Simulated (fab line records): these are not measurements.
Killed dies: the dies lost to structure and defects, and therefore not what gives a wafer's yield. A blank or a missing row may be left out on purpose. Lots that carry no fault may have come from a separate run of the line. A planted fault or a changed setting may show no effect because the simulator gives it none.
Which of the tools did it?    flow sky130    10 lots with 30 wafers sampled at 6 steps, on a route of 708 steps

== WHAT THE GAUGES SHOWED, per wafer ==
SKY_LDD_HVP_TW_MEAS_10.
lot   measured      on             LDD_HVP_TW
L872  day 22 22:47  film-metro-04  449 452 450
L871  day 23 05:13  film-metro-01  466 466 463
L875  day 25 03:43  film-metro-01  463 462 465
L877  day 25 03:49  film-metro-04  452 450 452
L880  day 27 07:49  film-metro-01  468 468 469
L884  day 27 11:43  film-metro-04  451 451 449
L885  day 27 15:22  film-metro-01  467 462 465
L886  day 27 19:32  film-metro-03  457 458 457
L889  day 28 23:24  film-metro-01  467 465 470
L891  day 29 20:14  film-metro-03  457 457 458

SKY_SD_N_TW_MEAS_12.
lot   measured      on             SD_N_TW
L872  day 29 05:18  film-metro-02  4017 4040 4008
L871  day 29 11:05  film-metro-03  4009 3993 4005
L875  day 31 05:36  film-metro-03  4002 3975 3990
L877  day 31 07:28  film-metro-01  4067 4058 4061
L880  day 33 07:07  film-metro-03  4010 4017 4005
L884  day 33 10:58  film-metro-01  4053 4044 4066
L885  day 33 14:02  film-metro-03  3996 3984 4002
L886  day 33 17:16  film-metro-01  4047 4028 4037
L889  day 34 18:49  film-metro-03  4002 3972 3968
L891  day 35 16:59  film-metro-02  4019 4013 4002

SKY_LOCAL_INTERCONNECT_RS_MEAS_01: the measuring method here is four-point-probe.
lot   measured      on             LOCAL_INTERCONNECT_TIN_RS (ohm/sq)
L872  day 30 12:45  film-metro-01  14.08 14.07 13.84
L871  day 30 18:07  film-metro-04  13.90 14.02 13.97
L875  day 32 12:28  film-metro-01  13.02 12.95 12.98
L877  day 32 13:09  film-metro-01  12.93 13.04 13.06
L880  day 34 12:03  film-metro-04  14.10 14.39 14.24
L884  day 34 16:44  film-metro-03  14.11 14.00 14.12
L885  day 34 18:46  film-metro-04  14.13 14.15 13.98
L886  day 34 21:45  film-metro-04  14.12 14.25 14.03
L889  day 35 23:33  film-metro-01  14.28 14.18 14.37
L891  day 36 21:39  film-metro-01  14.24 14.17 14.20

SKY_LOCAL_INTERCONNECT_THK_MEAS_02: measures by xrf.
lot   measured      on             LOCAL_INTERCONNECT_TIN_THK (nm)
L872  day 30 12:52  film-metro-01  101.7 101.7 103.8
L871  day 30 18:14  film-metro-04  101.9 101.0 101.4
L875  day 32 12:35  film-metro-01  109.0 110.2 109.6
L877  day 32 13:16  film-metro-01  109.6 108.9 109.4
L880  day 34 12:10  film-metro-04  100.9 99.1 99.8
L884  day 34 16:50  film-metro-03  100.8 102.1 100.8
L885  day 34 18:53  film-metro-04  100.4 100.4 101.1
L886  day 34 21:51  film-metro-04  100.7 99.4 101.2
L889  day 35 23:39  film-metro-01  99.1 100.4 99.2
L891  day 36 21:46  film-metro-01  100.0 100.5 100.6

== WHAT TOOL EACH LOT RAN ON (gives the tool, then ch and the chambers of the sampled wafers, and finally the start) ==
lot   SKY_SD_N_STRIP_11                     SKY_LOCAL_INTERCONNECT_SPUTTER_00
L872  plasma-asher-03 ch 1, day 29 05:11    pvd-sputter-02, day 30 12:40
L871  plasma-asher-04 ch 0, day 29 10:59    pvd-sputter-02, day 30 18:03
L875  plasma-asher-01 ch 0,1, day 31 05:30  pvd-sputter-02, day 32 12:24
L877  plasma-asher-03 ch 0,1, day 31 07:22  pvd-sputter-02, day 32 13:05
L880  plasma-asher-01 ch 0,1, day 33 07:01  pvd-sputter-01, day 34 11:59
L884  plasma-asher-03 ch 0,1, day 33 10:53  pvd-sputter-01, day 34 16:38
L885  plasma-asher-03 ch 0,1, day 33 13:55  pvd-sputter-01, day 34 18:41
L886  plasma-asher-04 ch 0,1, day 33 17:11  pvd-sputter-04, day 34 21:39
L889  plasma-asher-03 ch 0,1, day 34 18:43  pvd-sputter-01, day 35 23:27
L891  plasma-asher-03 ch 0,1, day 35 16:52  pvd-sputter-04, day 36 21:34
- SKY_SD_N_STRIP_11: strips in O2/N2.
- SKY_LOCAL_INTERCONNECT_SPUTTER_00: material TiN, target thk 100 nm, time 83.3 s.

== WHAT THE TOOLS THEMSELVES READ (means of the sampled wafers that have a number; where no wafer has one, the mark that the record gives instead) ==
SKY_SD_N_STRIP_11.
lot   tool             drypump-motor-current-A (A)  oes-product-au (a.u.)  strip-time-to-endpoint-s (s)
L872  plasma-asher-03  5.9                          0.529                  22.47
L871  plasma-asher-04  6.2                          0.525                  22.54
L875  plasma-asher-01  5.5                          0.530                  22.52
L877  plasma-asher-03  5.5                          0.530                  22.61
L880  plasma-asher-01  5.5                          0.534                  22.55
L884  plasma-asher-03  5.5                          0.529                  22.50
L885  plasma-asher-03  5.7                          0.525                  22.59
L886  plasma-asher-04  6.1                          0.524                  22.53
L889  plasma-asher-03  5.7                          0.525                  22.50
L891  plasma-asher-03  5.7                          0.527                  22.53

SKY_LOCAL_INTERCONNECT_SPUTTER_00.
lot   tool            throttle-valve-pct (%)
L872  pvd-sputter-02  29.5
L871  pvd-sputter-02  29.1
L875  pvd-sputter-02  30.7
L877  pvd-sputter-02  29.6
L880  pvd-sputter-01  29.3
L884  pvd-sputter-01  29.9
L885  pvd-sputter-01  30.3
L886  pvd-sputter-04  29.5
L889  pvd-sputter-01  29.1
L891  pvd-sputter-04  30.0

== THE ANSWER, worked out from the rows above alone ==
Rule: what is usual is taken from the lots themselves. Put in order of their means at a reading, lots are off if they are a third of the lots or fewer, leave a main group of 4 or more, and stand apart from it by a gap of 3 or more times the standard deviation of the main group's means; of several such gaps the widest counts. A main group whose means are all the same, to the digits that the tables above print for the reading, isn't used. Also off: a lot with no number at a reading for which 4 or more lots have one. All remaining lots with rows at the step are treated as sound. First the gauges in route order, then the tools' own readings, where a lot's mean is used as printed above. At the first step where some lot is off, the reading lying furthest off is the one used; lots without a number count as furthest.
Off: at SKY_LOCAL_INTERCONNECT_RS_MEAS_01 (LOCAL_INTERCONNECT_TIN_RS), L875, L877. Main group: mean 14.12 ohm/sq, sd 0.11.
If a tool, at a process step before that reading, ran all the lots that are off and no sound lot after the first of them, it fits. Those tools and the gauges at SKY_LOCAL_INTERCONNECT_RS_MEAS_01 are tried in the same way. One fits: SKY_LOCAL_INTERCONNECT_SPUTTER_00 on pvd-sputter-02. A fault onset in the window from L871 (day 30 18:03, its last sound lot) to L875 (day 32 12:24, its first lot off) fits.

== WHAT THE SIMULATOR HAD INSERTED ==
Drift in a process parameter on pvd-sputter-02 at SKY_LOCAL_INTERCONNECT_SPUTTER_00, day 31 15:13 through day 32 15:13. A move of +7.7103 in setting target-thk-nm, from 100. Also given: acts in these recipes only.
Lots struck among those shown: L875, L877. Same finding as the rule above.
